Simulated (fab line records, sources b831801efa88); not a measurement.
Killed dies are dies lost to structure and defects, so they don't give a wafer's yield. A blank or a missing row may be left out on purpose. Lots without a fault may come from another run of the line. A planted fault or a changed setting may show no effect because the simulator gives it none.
A struck lot beside a sound one | flow sky130 | 16 steps out of a route of 708
Sound: wafers L436.1, L436.2, L436.6. Struck: wafers L427.1, L427.4, L427.5. The cause comes at the end.
At each step with rows: each side's tool, then ch and its chambers, then its first start. Under that, the readings that differ: sound wafers | struck wafers | difference of the means | sigmas: that difference in standard deviations of wafers without a fault.
alike: readings whose means differ by less than 2 such deviations, and words and numbers that are the same on both sides. not compared: withheld readings, readings that some wafer has no value for, bounds like >300 that may hide the same value, and numbers for which the record gives no deviation and whose values overlap.
The two part at a step that has a row with sigmas, a row that says differs or no value, or rows on one side only. Numbers that don't overlap but have no deviation are shown without sigmas and don't part them. A reading that every wafer of one side lacks parts them only if that side has two wafers or more.

first, 3 steps without rows for these wafers: SKY_METAL1_EXPOSE_12 (exposes mask MM1, target cd 140 nm); SKY_METAL1_PEB_13; SKY_METAL1_DEVELOP_14 (develop time 60 s).
SKY_METAL1_CD_MEAS_15: target cd 140 nm.
  sound on cd_sem-02, day 38 18:48; struck on cd_sem-02, day 36 00:03
  alike: cd_nm
SKY_METAL1_OVL_MEAS_16:
  sound on overlay-01, day 38 18:55; struck on overlay-01, day 36 00:10
  alike: METAL1_OVL
SKY_METAL1_DESCUM_17: chemistry O2, time 8 s.
  sound on rie_metal-02 ch 0,1, day 38 18:57; struck on rie_metal-03 ch 1, day 36 00:12
  alike: chamber_pressure_mTorr, drypump_motor_current_A, oes_product_au
  not compared: rf_hours_counter_h
SKY_METAL1_ETCH_18: etches BARC in N2/H2, stops on SiO2, time 45.9 s, target depth 60 nm.
  sound on rie_metal-02 ch 0,1, day 38 18:59; struck on rie_metal-03 ch 1, day 36 00:14
  alike: chamber_pressure_mTorr, drypump_motor_current_A, n2_flow_sccm, oes_product_au, throttle_valve_pct
  not compared: rf_hours_counter_h
SKY_METAL1_METAL_ETCH_19: etches the open film in Cl2/BCl3, stops on SiO2, target depth 360 nm, time 78 s.
  sound on rie_metal-02 ch 0,1, day 38 19:03; struck on rie_metal-03 ch 1, day 36 00:18
  alike: chamber_pressure_mTorr, drypump_motor_current_A, oes_product_au, throttle_valve_pct
  not compared: rf_hours_counter_h
SKY_METAL1_STRIP_20: strips in O2/N2.
  sound on plasma_asher-04 ch 0,1, day 38 19:08; struck on plasma_asher-04 ch 0,1, day 36 00:23
  alike: chamber_pressure_mTorr, drypump_motor_current_A, n2_flow_sccm, oes_product_au, strip_time_to_endpoint_s
  not compared: rf_hours_counter_h
then, 3 steps without rows for these wafers: SKY_METAL1_STRIP_21 (strips in post etch residue remover, time 1200 s); SKY_METAL1_CLEAN_22 (cleans in IPA, time 180 s); SKY_METAL1_CLEAN_23 (cleans in O3/DIW).
SKY_VIA1_HDPCVD_00: deposits SiO2, target thk 1030 nm, time 171.7 s.
  sound on hdpcvd-01 ch 0,1, day 38 19:44; struck on hdpcvd-02 ch 0,2, day 36 01:16
SKY_VIA1_THK_MEAS_01:
  sound on film_metro-01, day 38 19:50; struck on film_metro-01, day 36 01:23
  reading              | sound          | struck         | difference | sigmas
  VIA1_HDPCVD_THK (nm) | 1032 1033 1030 | 2043 2058 2034 | +1013      | +99 or more
SKY_VIA1_CMP_02: polishes SiO2.
  sound on cmp-01 ch 0,2, day 38 19:57; struck on cmp-01 ch 1,2, day 36 01:46
  alike: motor_current_A
-- the record jumps here: 12 days lie between the struck wafers' starts before and after (it left off in module VIA1 and takes up again in module PAD_OPEN, whose first step shown is number 708 of the route) --
SKY_PAD_OPEN_PROBE_99:
  sound on prober-02, day 50 04:25; struck on prober-02, day 48 06:13
  alike: defect_limited_yield, killed_at_M0_to_M3, killed_at_M4_up, killed_at_contacts, killed_at_front_end, killed_at_other, killed_dies, killed_on_rim, killed_open, killed_short, sort_bin_3_pad_short, sort_bin_5_function, sort_bin_6_memory, sort_n_pass, sort_yield_pct

WHERE THEY PART
Only at SKY_VIA1_THK_MEAS_01, within this record. Later steps at which nothing parts them and some readings are alike: SKY_VIA1_CMP_02, SKY_PAD_OPEN_PROBE_99.

WHY: what the simulator had put in
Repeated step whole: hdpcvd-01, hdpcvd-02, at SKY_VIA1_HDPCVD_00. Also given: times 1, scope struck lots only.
